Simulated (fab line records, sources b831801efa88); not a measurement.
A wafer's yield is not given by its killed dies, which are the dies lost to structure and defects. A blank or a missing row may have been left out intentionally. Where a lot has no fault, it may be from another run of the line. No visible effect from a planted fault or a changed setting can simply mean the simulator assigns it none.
Matching of chambers -- flow sky130 -- SKY_VIA3_CMP_02 on cmp-01: 4 sister chambers
The step polishes SiO2. 4 wafers are shown with their chamber, then 8 later ones without.

EACH WAFER AND ITS CHAMBER
wafer,chamber,motorCurrentA (A)
L420.1,0,12.6
L420.2,1,10.3
L420.5,3,13.3
L421.1,2,11.9

WAFERS WITHOUT THEIR CHAMBER
wafer,motorCurrentA (A)
L421.2,13.1
L421.3,12.3
L424.2,12.5
L424.3,13.1
L424.4,11.0
L427.1,12.3
L427.5,12.8
L427.6,12.9

EACH ONE'S CHAMBER
wafer,from the rows above,in truth
L421.2,can't be placed: 3 or 0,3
L421.3,can't be placed: 0 or 2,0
L424.2,can't be placed: 0 or 2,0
L424.3,can't be placed: 3 or 0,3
L424.4,can't be placed: 1 or 2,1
L427.1,can't be placed: 0 or 2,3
L427.5,can't be placed: 0 or 3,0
L427.6,can't be placed: 0 or 3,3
Correct placement for 0 of the 8. These rows do not allow placing 8 (true chamber among the candidates in 7). 0 placed wrongly.
How it was worked out, from the rows above alone: a wafer's distance from a chamber is the root of the sum, over the readings, of the square of ((its reading less the chamber's mean) divided by the reading's scatter). If the next closest chamber is less than 2 further off than the closest, the wafer can't be placed; otherwise it belongs to the closest. For every chamber, the mean is computed from those of its wafers that are shown. The scatter (one wafer shown for each chamber): square how far every hidden wafer sits from the nearest shown wafer, average those squares and take the square root.
